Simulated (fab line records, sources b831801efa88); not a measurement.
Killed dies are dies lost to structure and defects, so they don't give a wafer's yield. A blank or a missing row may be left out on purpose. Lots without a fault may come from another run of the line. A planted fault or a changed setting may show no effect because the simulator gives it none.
Which tool did it? | flow sky130 | 6 lots, 18 wafers sampled, at 2 steps of a route of 708

WHAT THE GAUGES READ, wafer by wafer
SKY_VIA4_THK_MEAS_01.
lot  | measured     | on            | VIA4_HDPCVD_THK (nm)
L364 | day 42 06:08 | film_metro-01 | 1774 1753 1765
L368 | day 43 05:37 | film_metro-01 | 1749 1765 1741
L376 | day 45 12:28 | film_metro-02 | 1747 1742 1740
L381 | day 46 17:40 | film_metro-03 | 1776 1765 1773
L383 | day 47 02:23 | film_metro-03 | 1765 1770 1768
L385 | day 47 09:50 | film_metro-03 | 1753 1753 1760

WHICH TOOL RAN EACH LOT (tool, then ch and the chambers of the sampled wafers, then the start)
lot  | SKY_FIELD_ISO_ETCH_15
L364 | rie_diel-02 ch 2,3, day 2 11:56
L368 | rie_diel-02 ch 1,2,3, day 3 08:24
L376 | rie_diel-04 ch 1,2,3, day 5 00:17
L381 | rie_diel-01 ch 1,2,3, day 6 03:49
L383 | rie_diel-01 ch 0,1,2, day 6 12:26
L385 | rie_diel-02 ch 1,3, day 6 21:50
- SKY_FIELD_ISO_ETCH_15: etches the open film in CHF3/O2, stops on Si, target depth 180 nm, time 72 s.

THE ANSWER, worked out from the rows above alone
Rule: what is usual is taken from the lots themselves. Put in order of their means at a reading, lots are off if they are a third of the lots or fewer, leave a main group of 4 or more, and stand apart from it by a gap of 3 or more times the standard deviation of the main group's means; of several such gaps the widest counts. A main group whose means are all the same, to the digits that the tables above print for the reading, isn't used. A lot without any number at a reading at which 4 lots or more have one is off too. The other lots that the step has rows for count as sound.
No lot is off at any reading shown: from this, nothing can be told.

WHAT THE SIMULATOR HAD PUT IN
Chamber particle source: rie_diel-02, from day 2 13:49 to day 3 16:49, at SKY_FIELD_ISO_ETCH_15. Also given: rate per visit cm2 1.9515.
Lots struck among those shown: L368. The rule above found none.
